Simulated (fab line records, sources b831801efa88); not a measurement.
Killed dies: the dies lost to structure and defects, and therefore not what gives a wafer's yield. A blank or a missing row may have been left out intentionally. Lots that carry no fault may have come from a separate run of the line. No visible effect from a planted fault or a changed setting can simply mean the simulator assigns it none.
Chamber matching    flow gf180mcu    cmp-02 running GF_V1_CMP_26: 4 sister chambers
The step polishes, stops on SiO2, t overpolish 15 s, target thk 0 nm. 4 wafers are shown with their chamber, then 11 later ones without.

## EACH WAFER AND ITS CHAMBER
wafer   chamber  time to endpoint s (s)
L085.3  2        89
L089.2  0        80
L091.6  1        86
L092.1  3        82

## WAFERS WHOSE CHAMBER IS MISSING
wafer   time to endpoint s (s)
L092.2  87
L092.5  87
L093.1  92
L093.3  86
L093.4  89
L094.1  90
L094.3  88
L094.4  83
L096.1  88
L096.3  83
L096.4  90

## EACH ONE'S CHAMBER
wafer    from the rows above            in truth
L092.2   can't be placed: 1 or 2        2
L092.5   can't be placed: 1 or 2        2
L093.1   2                              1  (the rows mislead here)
L093.3   1                              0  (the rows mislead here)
L093.4   2                              2
L094.1   2                              2
L094.3   can't be placed: 2 or 1        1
L094.4   can't be placed: 3 or 0 or 1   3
L096.1   can't be placed: 2 or 1        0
L096.3   can't be placed: 3 or 0 or 1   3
L096.4   2                              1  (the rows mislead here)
Correctly placed: 2 of 11. Not placeable from these rows: 6 (in 5, the candidates include the true chamber). Number placed wrongly: 3.
How it was worked out, from the rows above alone: a wafer's distance from a chamber is the root of the sum, over the readings, of the square of ((its reading less the chamber's mean) divided by the reading's scatter). The wafer belongs to the nearest chamber; if the next one is less than 2 further off, it can't be placed. The mean given for a chamber averages the wafers shown for that chamber. The scatter (one wafer shown for each chamber): square how far every hidden wafer sits from the nearest shown wafer, average those squares and take the square root.
